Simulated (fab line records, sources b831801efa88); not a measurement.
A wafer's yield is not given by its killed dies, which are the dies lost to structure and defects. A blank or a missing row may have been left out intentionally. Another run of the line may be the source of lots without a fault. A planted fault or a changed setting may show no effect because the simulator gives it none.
Which tool did it? + flow gf180mcu + Sampling: 12 lots, 36 wafers, 5 of 602 route steps

== WHAT EACH GAUGE READ, for each wafer ==
GF_V4_RS_MEAS_24: measures by four-point-probe.
| lot  | measured     | on            | V4_W_RS (ohm/sq)  |
|------|--------------|---------------|-------------------|
| L346 | day 24 16:29 | film_metro-02 | 0.331 0.331 0.331 |
| L348 | day 25 14:35 | film_metro-03 | 0.327 0.327 0.329 |
| L349 | day 25 20:17 | film_metro-02 | 0.334 0.337 0.336 |
| L351 | day 26 13:53 | film_metro-03 | 0.321 0.323 0.327 |
| L352 | day 26 22:49 | film_metro-04 | 0.324 0.321 0.322 |
| L353 | day 27 01:32 | film_metro-04 | 0.320 0.327 0.323 |
| L355 | day 27 19:59 | film_metro-03 | 0.333 0.330 0.333 |
| L362 | day 29 15:17 | film_metro-03 | 0.335 0.329 0.335 |
| L363 | day 29 22:48 | film_metro-04 | 0.332 0.334 0.328 |
| L365 | day 30 15:22 | film_metro-02 | 0.332 0.325 0.328 |
| L366 | day 30 22:06 | film_metro-03 | 0.325 0.329 0.324 |
| L367 | day 31 05:39 | film_metro-04 | 0.320 0.318 0.326 |

GF_M5_CD_MEAS_07: the cd target is 280 nm.
| lot  | measured     | on        | cd_nm (nm)        |
|------|--------------|-----------|-------------------|
| L346 | day 26 12:29 | cd_sem-01 | 281.7 280.7 280.5 |
| L348 | day 27 08:46 | cd_sem-02 | 282.9 281.3 282.2 |
| L349 | day 27 13:55 | cd_sem-02 | 278.5 279.3 279.0 |
| L351 | day 28 07:22 | cd_sem-01 | 277.1 277.7 277.7 |
| L352 | day 28 15:53 | cd_sem-02 | 278.3 278.9 278.9 |
| L353 | day 28 18:49 | cd_sem-01 | 279.0 279.5 279.1 |
| L355 | day 29 12:01 | cd_sem-02 | 279.6 280.3 279.9 |
| L362 | day 31 05:14 | cd_sem-02 | 262.1 262.4 261.7 |
| L363 | day 31 11:44 | cd_sem-02 | 261.2 261.9 261.9 |
| L365 | day 32 03:14 | cd_sem-01 | 281.5 281.2 281.0 |
| L366 | day 32 09:17 | cd_sem-02 | 280.3 279.5 280.1 |
| L367 | day 32 16:36 | cd_sem-01 | 281.1 280.5 280.1 |

== TOOL THAT RAN EACH LOT (tool first, then ch and the chambers of the sampled wafers, then the start) ==
| lot  | GF_V4_CVD_02                    | GF_MIM_METAL_ETCH_19              | GF_M5_PEB_05                      |
|------|---------------------------------|-----------------------------------|-----------------------------------|
| L346 | pecvd-04 ch 0,1, day 23 16:37   | rie_metal-01 ch 0, day 25 14:34   | litho_track-04 ch 0, day 26 12:08 |
| L348 | pecvd-04 ch 0,1,2, day 24 15:31 | rie_metal-01 ch 0,1, day 26 12:31 | litho_track-03 ch 0, day 27 08:25 |
| L349 | pecvd-02 ch 1,2, day 24 21:55   | rie_metal-02 ch 0,1, day 26 17:13 | litho_track-04 ch 0, day 27 13:34 |
| L351 | pecvd-04 ch 0,1,2, day 25 14:58 | rie_metal-01 ch 0,1, day 27 11:23 | litho_track-03 ch 0, day 28 07:01 |
| L352 | pecvd-01 ch 1,2, day 26 00:15   | rie_metal-01 ch 1, day 27 20:00   | litho_track-03 ch 0, day 28 15:34 |
| L353 | pecvd-01 ch 1,2, day 26 03:37   | rie_metal-02 ch 0, day 27 22:58   | litho_track-04 ch 0, day 28 18:28 |
| L355 | pecvd-02 ch 0,1,2, day 26 21:50 | rie_metal-03 ch 0,1, day 28 16:12 | litho_track-03 ch 0, day 29 11:38 |
| L362 | pecvd-04 ch 0,2, day 28 19:19   | rie_metal-03 ch 0,1, day 30 10:53 | litho_track-04 ch 0, day 31 04:53 |
| L363 | pecvd-04 ch 0,1,2, day 29 02:46 | rie_metal-03 ch 0,1, day 30 17:31 | litho_track-04 ch 0, day 31 11:23 |
| L365 | pecvd-02 ch 0,1,2, day 29 19:22 | rie_metal-02 ch 0,1, day 31 09:53 | litho_track-01 ch 0, day 32 02:55 |
| L366 | pecvd-04 ch 0,1,2, day 30 01:07 | rie_metal-02 ch 0,1, day 31 16:10 | litho_track-03 ch 0, day 32 08:57 |
| L367 | pecvd-01 ch 0,1, day 30 09:37   | rie_metal-03 ch 0,1, day 31 23:58 | litho_track-01 ch 0, day 32 16:15 |
- GF_V4_CVD_02: deposits SiO2 from TEOS, target thk 850 nm, time 94.851 s.
- GF_MIM_METAL_ETCH_19: etches the open film in Cl2/BCl3, stops on Si3N4, target depth 324.5 nm, time 54.1 s.
- GF_M5_PEB_05: peb time 90 s.

== AS READ BY THE TOOLS THEMSELVES (means over the sampled wafers that have a number; for cases with no such wafer, the mark the record gives instead) ==
GF_V4_CVD_02.
| lot  | tool     | heater_power_w (W) | susceptor_temp_C (C) |
|------|----------|--------------------|----------------------|
| L346 | pecvd-04 | 716                | 400.27               |
| L348 | pecvd-04 | 701                | 399.88               |
| L349 | pecvd-02 | 682                | 400.19               |
| L351 | pecvd-04 | 751                | 399.95               |
| L352 | pecvd-01 | 703                | 399.87               |
| L353 | pecvd-01 | 660                | 400.15               |
| L355 | pecvd-02 | 659                | 399.94               |
| L362 | pecvd-04 | 677                | 400.05               |
| L363 | pecvd-04 | 698                | 399.92               |
| L365 | pecvd-02 | 603                | 399.84               |
| L366 | pecvd-04 | 698                | 400.19               |
| L367 | pecvd-01 | 676                | 400.06               |

GF_MIM_METAL_ETCH_19.
| lot  | tool         | drypump_motor_current_A (A) | oes_product_au (a.u.) | throttle_valve_pct (%) |
|------|--------------|-----------------------------|-----------------------|------------------------|
| L346 | rie_metal-01 | 5.51                        | 0.953                 | 28.271                 |
| L348 | rie_metal-01 | 5.50                        | 0.935                 | 28.286                 |
| L349 | rie_metal-02 | 5.87                        | 0.942                 | 28.283                 |
| L351 | rie_metal-01 | 5.52                        | 0.947                 | 28.278                 |
| L352 | rie_metal-01 | 5.48                        | 0.943                 | 28.290                 |
| L353 | rie_metal-02 | 6.05                        | 0.950                 | 28.284                 |
| L355 | rie_metal-03 | 5.61                        | 0.940                 | 28.286                 |
| L362 | rie_metal-03 | 5.39                        | 0.945                 | 28.271                 |
| L363 | rie_metal-03 | 5.63                        | 0.947                 | 28.280                 |
| L365 | rie_metal-02 | 5.65                        | 0.945                 | 28.279                 |
| L366 | rie_metal-02 | 5.66                        | 0.931                 | 28.299                 |
| L367 | rie_metal-03 | 5.62                        | 0.950                 | 28.287                 |

GF_M5_PEB_05.
| lot  | tool           | heater_power_total_W (W) | plate_temp_C (C) |
|------|----------------|--------------------------|------------------|
| L346 | litho_track-04 | 85.77                    | 135.10           |
| L348 | litho_track-03 | 85.65                    | 134.84           |
| L349 | litho_track-04 | 85.71                    | 135.01           |
| L351 | litho_track-03 | 85.79                    | 134.91           |
| L352 | litho_track-03 | 85.73                    | 134.93           |
| L353 | litho_track-04 | 85.61                    | 134.77           |
| L355 | litho_track-03 | 85.70                    | 134.99           |
| L362 | litho_track-04 | 94.34                    | 145.34           |
| L363 | litho_track-04 | 94.33                    | 145.18           |
| L365 | litho_track-01 | 85.70                    | 134.92           |
| L366 | litho_track-03 | 85.78                    | 134.94           |
| L367 | litho_track-01 | 85.66                    | 135.07           |

== THE ANSWER, worked out from the rows above alone ==
Rule: the usual values come from the lots themselves. Put in order of their means at a reading, lots are off if they are a third of the lots or fewer, leave a main group of 4 or more, and stand apart from it by a gap of 3 or more times the standard deviation of the main group's means; of several such gaps the widest counts. Not used: any main group whose means are identical at the precision the tables above print for the reading. A lot without any number at a reading at which 4 lots or more have one is off too. All remaining lots with rows at the step are treated as sound. First the gauges in route order, then the tools' own readings, where a lot's mean is used as printed above. At the first step where some lot is off, the reading lying furthest off is the one used; lots without a number count as furthest.
Off at GF_M5_CD_MEAS_07 (cd_nm): L362, L363. Mean 279.9 nm and standard deviation 1.3 in the main group.
A tool fits if, at a process step before that reading, it ran every lot that is off, and no sound lot after the first of them. Not tried: the gauges at GF_M5_CD_MEAS_07; whatever is off there is also off at GF_M5_PEB_05, on other tools, and gauge error can't account for it. One fits: GF_M5_PEB_05 on litho_track-04. Its last sound lot is L353 (day 28 18:28), its first lot that is off L362 (day 31 04:53): a fault that began between those two fits.
The tool's own readings at GF_M5_PEB_05 bear it out: on the lots that are off they differ by more than 5 times the standard deviation of the sound lots' means. heater_power_total_W reads 94.34 W there against 85.71 W on the sound lots; plate_temp_C reads 145.26 C there against 134.95 C on the sound lots.

== WHAT HAD BEEN PUT IN BY THE SIMULATOR ==
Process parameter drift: litho_track-04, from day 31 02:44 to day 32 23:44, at GF_M5_PEB_05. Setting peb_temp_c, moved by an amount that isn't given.
Shown lots that were struck: L362, L363. The same result came from the rule above.
